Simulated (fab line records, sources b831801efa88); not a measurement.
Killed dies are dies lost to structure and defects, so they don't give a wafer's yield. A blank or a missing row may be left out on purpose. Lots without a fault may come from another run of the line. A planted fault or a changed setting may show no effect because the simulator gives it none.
A struck lot beside a sound one | flow sky130 | 18 steps out of a route of 708
Sound: wafers L954.1, L954.2, L954.5. Struck: wafers L959.2, L959.3, L959.6. The cause comes at the end.
At each step with rows: each side's tool, then ch and its chambers, then its first start. Under that, the readings that differ: sound wafers | struck wafers | difference of the means | sigmas: that difference in standard deviations of wafers without a fault.
alike: readings whose means differ by less than 2 such deviations, and words and numbers that are the same on both sides. not compared: withheld readings, readings that some wafer has no value for, bounds like >300 that may hide the same value, and numbers for which the record gives no deviation and whose values overlap.
The two part at a step that has a row with sigmas, a row that says differs or no value, or rows on one side only. Numbers that don't overlap but have no deviation are shown without sigmas and don't part them. A reading that every wafer of one side lacks parts them only if that side has two wafers or more.

first, 1 step without rows for these wafers: SKY_NWELL_IMPLANT_24.
SKY_NWELL_STRIP_25: strips in O2/N2.
  sound on plasma_asher-02 ch 0,1, day 8 12:43; struck on plasma_asher-02 ch 1, day 10 01:46
  alike: drypump_motor_current_A, oes_product_au, strip_time_to_endpoint_s
  not compared: rf_hours_counter_h
SKY_NWELL_TW_MEAS_26:
  sound on film_metro-03, day 8 12:49; struck on film_metro-03, day 10 01:52
  alike: NWELL_2_TW
then, 1 step without rows for these wafers: SKY_NWELL_CLEAN_27 (cleans in SC1/SC2, time 150 s).
SKY_NWELL_RTA_28: time 30 s.
  sound on rtp_anneal-02 ch 0, day 8 12:55; struck on rtp_anneal-01 ch 0, day 10 01:59
  alike: chamber_o2_ppm, lamp_power_pct, ramp_up_c_per_s, wafer_temp_C_max
SKY_NWELL_RS_MEAS_29: measures by four-point-probe.
  sound on film_metro-02, day 8 13:01; struck on film_metro-04, day 10 02:05
  alike: NWELL_RS
SKY_NWELL_RS_MEAS_31: measures by four-point-probe.
  sound on film_metro-02, day 8 13:16; struck on film_metro-04, day 10 02:20
  alike: PWDE_RS
then, 4 steps without rows for these wafers: SKY_VT_ADJUST_HVTP_DEHYDRATE_00 (time 60 s); SKY_VT_ADJUST_HVTP_HMDS_01 (prime time 60 s); SKY_VT_ADJUST_HVTP_COAT_02 (resist thk 1140 nm); SKY_VT_ADJUST_HVTP_SOFTBAKE_03 (time 60 s).
SKY_VT_ADJUST_HVTP_EXPOSE_04: exposes mask HVTPM, target cd 380 nm.
  sound on iline_stepper-01 ch 0, day 8 23:42; struck on iline_stepper-01 ch 0, day 10 13:38
  reading                                | sound                   | struck            | difference | sigmas
  model.VT_ADJUST_HVTP.overlay_x_nm (nm) | -0.4598 -0.4598 -0.4598 | 38.36 38.36 38.36 | +38.82     |
  alike: mask, stage_vel_mm_s
then, 2 steps without rows for these wafers: SKY_VT_ADJUST_HVTP_PEB_05; SKY_VT_ADJUST_HVTP_DEVELOP_06 (develop time 60 s).
SKY_VT_ADJUST_HVTP_CD_MEAS_07: target cd 380 nm.
  sound on cd_sem-01, day 9 10:37; struck on cd_sem-01, day 11 00:56
  alike: cd_nm
SKY_VT_ADJUST_HVTP_OVL_MEAS_08:
  sound on overlay-02, day 9 10:44; struck on overlay-01, day 11 01:03
  reading                 | sound        | struck         | difference | sigmas
  VT_ADJUST_HVTP_OVL (nm) | 0.4 -1.8 1.2 | 36.5 38.5 38.8 | +38.0      | +29
then, 1 step without rows for these wafers: SKY_VT_ADJUST_HVTP_IMPLANT_09.
-- the record jumps here: 39 days lie between the struck wafers' starts before and after (it left off in module VT_ADJUST_HVTP and takes up again in module PAD_OPEN, whose first step shown is number 708 of the route) --
SKY_PAD_OPEN_PROBE_99:
  sound on prober-01, day 49 01:26; struck on prober-01, day 50 05:32
  reading                                    | sound                   | struck                  | difference | sigmas
  model.etest.sram_pfet_latch.drive_ua_um    | 145.8 138.3 139.8       | 155.3 153.5 152.8       | +12.6      |
  model.etest.sram_pfet_latch.off_log10_a_um | -12.69 -13.13 -13.15    | -12.22 -12.17 -12.27    | +0.77      |
  model.etest.sram_pfet_latch.vt_sat_v (V)   | -0.7609 -0.8077 -0.8055 | -0.7356 -0.7266 -0.7354 | +0.0588    |
  alike: killed_at_M0_to_M3, killed_at_M4_up, killed_at_contacts, killed_at_front_end, killed_at_other, killed_dies, killed_open, killed_short

WHERE THEY PART
Only at SKY_VT_ADJUST_HVTP_OVL_MEAS_08, within this record. Later steps at which nothing parts them and some readings are alike: SKY_PAD_OPEN_PROBE_99.

WHY: what the simulator had put in
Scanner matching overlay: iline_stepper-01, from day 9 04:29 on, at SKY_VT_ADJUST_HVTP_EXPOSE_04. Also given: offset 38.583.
